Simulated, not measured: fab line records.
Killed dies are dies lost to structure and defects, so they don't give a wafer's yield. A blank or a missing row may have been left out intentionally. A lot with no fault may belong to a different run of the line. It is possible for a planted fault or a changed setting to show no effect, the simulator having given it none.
Which tool is to blame? | flow gf180mcu | 45 wafers from 15 lots sampled at 2 of the route's 602 steps

WHAT EACH GAUGE READ, for each wafer
GF_VT_IMPLANT_OVL_MEAS_29.
lot  | measured     | on         | VT_IMPLANT_02_OVL (nm)
L485 | day 6 20:33  | overlay-01 | -0.8 -2.9 -1.5
L487 | day 7 12:28  | overlay-01 | 0.1 -2.2 -2.8
L488 | day 7 16:24  | overlay-01 | -0.1 -0.6 -1.9
L490 | day 8 05:51  | overlay-02 | -1.1 1.8 -1.1
L491 | day 8 13:18  | overlay-02 | -1.0 -2.1 0.3
L492 | day 8 18:01  | overlay-01 | -0.5 0.3 0.1
L494 | day 9 10:10  | overlay-02 | -1.4 -0.2 -1.9
L495 | day 9 15:22  | overlay-01 | -3.2 -1.8 -1.2
L496 | day 9 23:52  | overlay-02 | 0.6 2.0 1.6
L497 | day 10 03:54 | overlay-01 | 0.1 0.6 -0.3
L498 | day 10 10:40 | overlay-01 | -2.2 -0.4 -0.3
L504 | day 12 03:39 | overlay-01 | 0.6 -1.1 -1.2
L505 | day 12 11:51 | overlay-02 | -1.9 -0.2 -0.7
L507 | day 12 22:03 | overlay-02 | -2.6 -2.7 -3.3
L508 | day 13 03:22 | overlay-01 | 0.8 -0.4 1.0

GF_POLY_GATE_CD_MEAS_10 targets a cd of 280 nm.
lot  | measured     | on        | cd nm (nm)
L485 | day 9 04:26  | cd sem-01 | 281.4 281.7 282.8
L487 | day 9 20:51  | cd sem-01 | 280.5 278.7 278.9
L488 | day 10 01:28 | cd sem-02 | 281.0 279.9 280.5
L490 | day 10 15:15 | cd sem-01 | 279.3 280.8 279.9
L491 | day 10 23:38 | cd sem-02 | 280.8 281.5 280.6
L492 | day 11 05:17 | cd sem-01 | 278.1 278.7 279.1
L494 | day 12 00:45 | cd sem-02 | 280.3 278.5 279.8
L495 | day 12 07:45 | cd sem-02 | 281.4 281.7 280.8
L496 | day 12 15:37 | cd sem-02 | 278.6 278.5 279.3
L497 | day 12 17:52 | cd sem-02 | 282.2 281.1 281.5
L498 | day 13 03:51 | cd sem-02 | 281.0 281.4 280.4
L504 | day 15 08:01 | cd sem-02 | 280.9 279.1 279.4
L505 | day 15 19:21 | cd sem-01 | 277.2 278.5 276.8
L507 | day 16 01:28 | cd sem-01 | 280.3 280.3 279.8
L508 | day 16 05:14 | cd sem-01 | 278.7 279.4 280.0

WHICH TOOL RAN EACH LOT (tool, then ch and the chambers of the sampled wafers, then the start)
The record shows no process step preceding these readings.

AS READ BY THE TOOLS THEMSELVES (means over the sampled wafers that have a number; for cases with no such wafer, the mark the record gives instead)
The record holds no such reading with a usual standard deviation.

THE ANSWER, worked out from the rows above alone
Rule: the lots themselves supply what counts as usual. The widest of any qualifying gaps counts: lots, ordered by their means at a reading, are off when they make up no more than a third of the lots, leave a main group of 4 or more, and stand apart from it by 3 or more times the standard deviation of that group's means. If all means in a main group match to the digits the tables above print for the reading, that group is not used. A lot without any number at a reading at which 4 lots or more have one is off too. All remaining lots with rows at the step are treated as sound. First the gauges in route order, then the tools' own readings, where a lot's mean is used as printed above. At the first step where some lot is off, the reading lying furthest off is the one used; lots without a number count as furthest.
No lot is off on any of the readings shown, so nothing can be concluded from this.

WHAT WAS PUT IN BY THE SIMULATOR
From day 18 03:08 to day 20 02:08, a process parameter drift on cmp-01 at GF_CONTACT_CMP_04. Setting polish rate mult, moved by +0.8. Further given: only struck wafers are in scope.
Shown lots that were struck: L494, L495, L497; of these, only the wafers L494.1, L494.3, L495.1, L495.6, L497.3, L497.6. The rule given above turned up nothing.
